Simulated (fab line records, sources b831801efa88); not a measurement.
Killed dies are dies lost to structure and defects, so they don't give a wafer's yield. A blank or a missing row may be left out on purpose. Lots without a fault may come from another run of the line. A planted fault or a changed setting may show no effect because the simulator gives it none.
Chamber matching | flow sky130 | SKY_CONTACT_CVD_00 on pecvd-01: 3 sister chambers
The step deposits Si3N4, target thk 75 nm. 6 wafers are shown with their chamber, then 10 later ones without.

WAFERS WITH THEIR CHAMBER
wafer  | chamber | heater_power_w (W)
L080.6 | 0       | 597
L082.3 | 1       | 701
L082.5 | 2       | 652
L082.6 | 1       | 724
L084.1 | 0       | 591
L084.3 | 2       | 732

WAFERS WITHOUT THEIR CHAMBER
wafer  | heater_power_w (W)
L084.4 | 583
L087.1 | 613
L087.2 | 709
L087.3 | 711
L087.4 | 724
L087.5 | 626
L087.6 | 721
L096.2 | 678
L096.3 | 609
L096.6 | 692

WHICH CHAMBER EACH WENT THROUGH
wafer  | from the rows above          | in truth
L084.4 | 0                            | 0
L087.1 | can't be placed: 0 or 2      | 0
L087.2 | can't be placed: 1 or 2      | 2
L087.3 | can't be placed: 1 or 2      | 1
L087.4 | can't be placed: 1 or 2      | 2
L087.5 | can't be placed: 0 or 2 or 1 | 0
L087.6 | can't be placed: 1 or 2      | 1
L096.2 | can't be placed: 2 or 1      | 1
L096.3 | can't be placed: 0 or 2      | 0
L096.6 | can't be placed: 2 or 1      | 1
Placed correctly: 1 of 10. Can't be placed from these rows: 9 (the true chamber is among the candidates in 9). Placed wrongly: 0.
How it was worked out, from the rows above alone: a wafer's distance from a chamber is the root of the sum, over the readings, of the square of ((its reading less the chamber's mean) divided by the reading's scatter). The wafer belongs to the nearest chamber; if the next one is less than 2 further off, it can't be placed. A chamber's mean is the mean of its shown wafers. The scatter: the root of (the sum of the squares of (reading less its chamber's mean) over the shown wafers, divided by (wafers less chambers)).
